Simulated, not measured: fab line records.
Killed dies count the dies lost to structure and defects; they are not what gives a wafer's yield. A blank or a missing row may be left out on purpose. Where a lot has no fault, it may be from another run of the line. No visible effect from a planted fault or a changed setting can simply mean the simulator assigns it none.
Which of the tools did it? ; flow sky130 ; 33 wafers from 11 lots sampled at 6 of the route's 708 steps

## WHAT THE GAUGES SHOWED, per wafer
SKY_POLY_GATE_CD_MEAS_22.
lot;measured;on;cd-nm (nm)
L106;day 19 21:51;cd-sem-01;155.6 152.4 154.7
L110;day 20 22:34;cd-sem-02;148.1 151.7 148.3
L111;day 21 00:44;cd-sem-02;149.7 152.0 147.7
L113;day 21 11:37;cd-sem-02;147.9 149.6 147.5
L112;day 21 19:47;cd-sem-02;147.8 151.1 149.0
L115;day 22 11:29;cd-sem-01;150.2 149.2 149.1
L118;day 23 10:58;cd-sem-02;149.7 152.7 151.8
L119;day 23 13:17;cd-sem-02;144.4 145.2 146.5
L120;day 23 19:41;cd-sem-01;151.6 148.7 154.4
L122;day 24 19:07;cd-sem-01;148.7 151.2 151.0
L123;day 24 21:34;cd-sem-01;151.6 150.1 150.8

SKY_SD_N_RS_MEAS_16: measures by four-point-probe.
lot;measured;on;SD_N_RS (ohm/sq)
L106;day 31 01:43;film-metro-04;68.50 68.34 68.57
L110;day 32 03:23;film-metro-04;68.45 68.57 68.48
L111;day 32 03:07;film-metro-02;68.55 68.34 68.31
L113;day 32 17:24;film-metro-03;68.49 68.74 68.57
L112;day 32 21:23;film-metro-03;68.57 68.60 68.55
L115;day 33 10:58;film-metro-03;68.31 68.54 68.28
L118;day 34 05:26;film-metro-03;65.72 65.74 65.79
L119;day 34 06:55;film-metro-04;65.66 65.86 65.82
L120;day 34 11:19;film-metro-03;68.46 68.44 68.53
L122;day 35 11:25;film-metro-02;68.29 68.32 68.26
L123;day 35 12:23;film-metro-04;68.39 68.46 68.48

SKY_LOCAL_INTERCONNECT_RS_MEAS_01: measures by four-point-probe.
lot;measured;on;LOCAL_INTERCONNECT_TIN_RS (ohm/sq)
L106;day 32 09:28;film-metro-01;14.15 14.12 13.94
L110;day 33 07:55;film-metro-01;14.06 14.09 14.00
L111;day 33 07:34;film-metro-04;14.23 14.24 14.34
L113;day 33 20:37;film-metro-01;14.19 14.23 14.24
L112;day 34 00:52;film-metro-01;14.08 14.13 14.12
L115;day 34 13:59;film-metro-01;14.13 14.03 14.19
L118;day 35 11:10;film-metro-03;14.15 14.12 14.28
L119;day 35 12:40;film-metro-03;14.18 14.35 14.35
L120;day 35 17:17;film-metro-03;14.27 14.36 14.33
L122;day 36 16:28;film-metro-03;13.84 13.94 14.11
L123;day 36 17:16;film-metro-04;14.09 14.16 14.05

## TOOL THAT RAN EACH LOT (tool first, then ch and the chambers of the sampled wafers, then the start)
lot;SKY_SD_N_IMPLANT_09;SKY_SD_N_STRIP_11;SKY_LI_CONTACT_CMP_02
L106;implanter-02 ch 0, day 31 01:02;plasma-asher-04 ch 0,1, day 31 01:20;cmp-01 ch 0,1,3, day 31 02:16
L110;implanter-02 ch 0, day 32 02:43;plasma-asher-04 ch 0,1, day 32 02:59;cmp-01 ch 1,2, day 32 03:55
L111;implanter-04 ch 0, day 32 02:26;plasma-asher-02 ch 0,1, day 32 02:43;cmp-01 ch 0,2,3, day 32 03:37
L113;implanter-02 ch 0, day 32 16:43;plasma-asher-02 ch 0, day 32 16:59;cmp-01 ch 0,1, day 32 17:58
L112;implanter-02 ch 0, day 32 20:41;plasma-asher-02 ch 0,1, day 32 20:59;cmp-02 ch 0,2,3, day 32 21:55
L115;implanter-02 ch 0, day 33 10:17;plasma-asher-04 ch 0,1, day 33 10:35;cmp-01 ch 0,1,2, day 33 11:31
L118;implanter-02 ch 0, day 34 04:46;plasma-asher-02 ch 1, day 34 05:02;cmp-02 ch 0,2, day 34 05:58
L119;implanter-02 ch 0, day 34 06:14;plasma-asher-04 ch 0,1, day 34 06:32;cmp-02 ch 0,2,3, day 34 07:31
L120;implanter-03 ch 0, day 34 10:38;plasma-asher-02 ch 0,1, day 34 10:56;cmp-02 ch 2,3, day 34 11:54
L122;implanter-03 ch 0, day 35 10:44;plasma-asher-04 ch 0,1, day 35 11:02;cmp-02 ch 0,1,2, day 35 11:58
L123;implanter-03 ch 0, day 35 11:43;plasma-asher-04 ch 0,1, day 35 11:58;cmp-02 ch 0,1,3, day 35 12:58
- SKY_SD_N_IMPLANT_09
- SKY_SD_N_STRIP_11: strips in O2/N2.
- SKY_LI_CONTACT_CMP_02: polishes PSG.

## AS READ BY THE TOOLS THEMSELVES (means over the sampled wafers that have a number; for cases with no such wafer, the mark the record gives instead)
SKY_SD_N_IMPLANT_09.
lot;tool;beam-energy-keV
L106;implanter-02;49.995
L110;implanter-02;49.989
L111;implanter-04;50.006
L113;implanter-02;49.996
L112;implanter-02;49.992
L115;implanter-02;49.994
L118;implanter-02;54.119
L119;implanter-02;54.106
L120;implanter-03;50.005
L122;implanter-03;50.013
L123;implanter-03;50.001

SKY_SD_N_STRIP_11.
lot;tool;drypump-motor-current-A (A);o2-flow-sccm (sccm);oes-product-au (a.u.);strip-time-to-endpoint-s (s)
L106;plasma-asher-04;5.42;2997;0.526;22.55
L110;plasma-asher-04;5.43;3008;0.528;22.54
L111;plasma-asher-02;5.83;3002;0.531;22.59
L113;plasma-asher-02;5.90;3000;0.524;22.54
L112;plasma-asher-02;5.80;3006;0.531;22.59
L115;plasma-asher-04;5.57;3001;0.525;22.60
L118;plasma-asher-02;5.73;3000;0.521;23.17
L119;plasma-asher-04;5.46;3001;0.513;23.18
L120;plasma-asher-02;5.86;3009;0.526;22.56
L122;plasma-asher-04;5.58;3000;0.527;22.58
L123;plasma-asher-04;5.42;3003;0.529;22.54

SKY_LI_CONTACT_CMP_02.
lot;tool;motor-current-A (A);slurry-filter-dp-kPa (kPa);time-to-endpoint-s (s)
L106;cmp-01;11.0;13.52;34.2
L110;cmp-01;13.2;13.51;31.3
L111;cmp-01;11.2;13.55;31.4
L113;cmp-01;11.0;13.57;31.5
L112;cmp-02;13.0;13.64;31.0
L115;cmp-01;12.0;13.58;30.4
L118;cmp-02;13.3;13.49;28.3
L119;cmp-02;12.4;13.49;30.4
L120;cmp-02;13.0;13.53;27.2
L122;cmp-02;13.0;13.45;36.6
L123;cmp-02;13.2;13.47;33.0

## THE ANSWER, worked out from the rows above alone
Rule: the usual values come from the lots themselves. Put in order of their means at a reading, lots are off if they are a third of the lots or fewer, leave a main group of 4 or more, and stand apart from it by a gap of 3 or more times the standard deviation of the main group's means; of several such gaps the widest counts. Not used: any main group whose means are identical at the precision the tables above print for the reading. A lot without any number at a reading at which 4 lots or more have one is off too. Where the step has rows for the other lots, those lots are counted as sound. After the gauges, taken in route order, come the tools' own readings; for these a lot's mean is taken, as printed above. At the first step where some lot is off, the reading lying furthest off is the one used; lots without a number count as furthest.
Off: L118, L119, seen at SKY_SD_N_RS_MEAS_16 (SD_N_RS). For the main group the mean is 68.46 ohm/sq and the standard deviation 0.091.
If a tool, at a process step before that reading, ran all the lots that are off and no sound lot after the first of them, it fits. Not tried: the gauges at SKY_SD_N_RS_MEAS_16; whatever is off there is also off at SKY_SD_N_IMPLANT_09, on other tools, and gauge error can't account for it. One candidate fits, namely implanter-02 at SKY_SD_N_IMPLANT_09. Its last sound lot is L115 (day 33 10:17), its first lot that is off L118 (day 34 04:46): a fault that began between those two fits.
The tool's own readings at SKY_SD_N_IMPLANT_09 bear it out: on the lots that are off they differ by more than 5 times the standard deviation of the sound lots' means. beam-energy-keV reads 54.112 there against 49.999 on the sound lots.

## WHAT THE SIMULATOR HAD PUT IN
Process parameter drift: implanter-02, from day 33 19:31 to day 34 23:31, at SKY_SD_N_IMPLANT_09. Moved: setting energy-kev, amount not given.
Lots struck among those shown: L118, L119. The rule given above showed the same thing.
